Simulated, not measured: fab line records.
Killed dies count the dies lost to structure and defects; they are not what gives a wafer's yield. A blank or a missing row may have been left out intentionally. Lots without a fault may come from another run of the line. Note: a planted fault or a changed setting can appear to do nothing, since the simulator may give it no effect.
Matching of chambers    flow sfq line    SFQ_TRILAYER_I6_CMP_CMP_166 on cmp-02: 4 sister chambers
The step polishes SiO2. 15 wafers are shown with their chamber, then 7 later ones without.

WAFERS WITH THEIR CHAMBER
wafer   chamber  motor current A (A)  time to endpoint s (s)  slurry flow ml min
L801.1  1        8.7                  220                     149.2
L801.4  3        11.4                 225                     149.2
L801.5  1        8.0                  217                     150.3
L803.3  3        11.6                 208                     149.7
L803.4  0        10.0                 231                     149.7
L803.5  2        9.2                  225                     149.1
L805.4  1        8.1                  214                     149.4
L805.5  2        8.7                  224                     149.9
L805.6  1        8.4                  210                     149.2
L807.1  1        8.7                  211                     150.2
L807.4  2        8.8                  217                     149.8
L807.5  2        8.9                  226                     150.1
L809.3  0        10.2                 213                     148.9
L809.4  3        11.6                 213                     150.2
L809.5  1        8.7                  213                     149.8

SIGNATURES (averages over the wafers above)
reading             chamber 0  chamber 1  chamber 2  chamber 3  scatter within a chamber
motor current A     10.100     8.433      8.900      11.533     0.252
time to endpoint s  222.00     214.17     223.00     215.33     6.29
slurry flow ml min  149.300    149.683    149.725    149.700    0.486
Rule: for each reading, subtract the chamber's mean from the wafer's reading, divide by that reading's scatter and square the result; add these up over the readings and take the root, which gives the wafer's distance from the chamber. If the next closest chamber is less than 2 further off than the closest, the wafer can't be placed; otherwise it belongs to the closest. The scatter: the root of (the sum of the squares of (reading less its chamber's mean) over the shown wafers, divided by (wafers less chambers)).

WAFERS WHOSE CHAMBER IS MISSING
wafer   motor current A (A)  time to endpoint s (s)  slurry flow ml min
L812.3  11.6                 210                     149.8
L812.4  9.8                  217                     150.0
L812.1  8.8                  229                     150.7
L815.1  11.1                 229                     150.2
L815.2  10.3                 232                     149.3
L815.6  8.8                  221                     149.6
L817.6  10.1                 215                     150.2

EACH ONE'S CHAMBER
wafer   from the rows above      in truth
L812.3  3                        3
L812.4  can't be placed: 0 or 2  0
L812.1  can't be placed: 2 or 1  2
L815.1  can't be placed: 3 or 0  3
L815.2  0                        0
L815.6  can't be placed: 2 or 1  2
L817.6  0                        0
Correct placement for 3 of the 7. Not placeable from these rows: 4 (in 4, the candidates include the true chamber). Wrongly placed: 0.
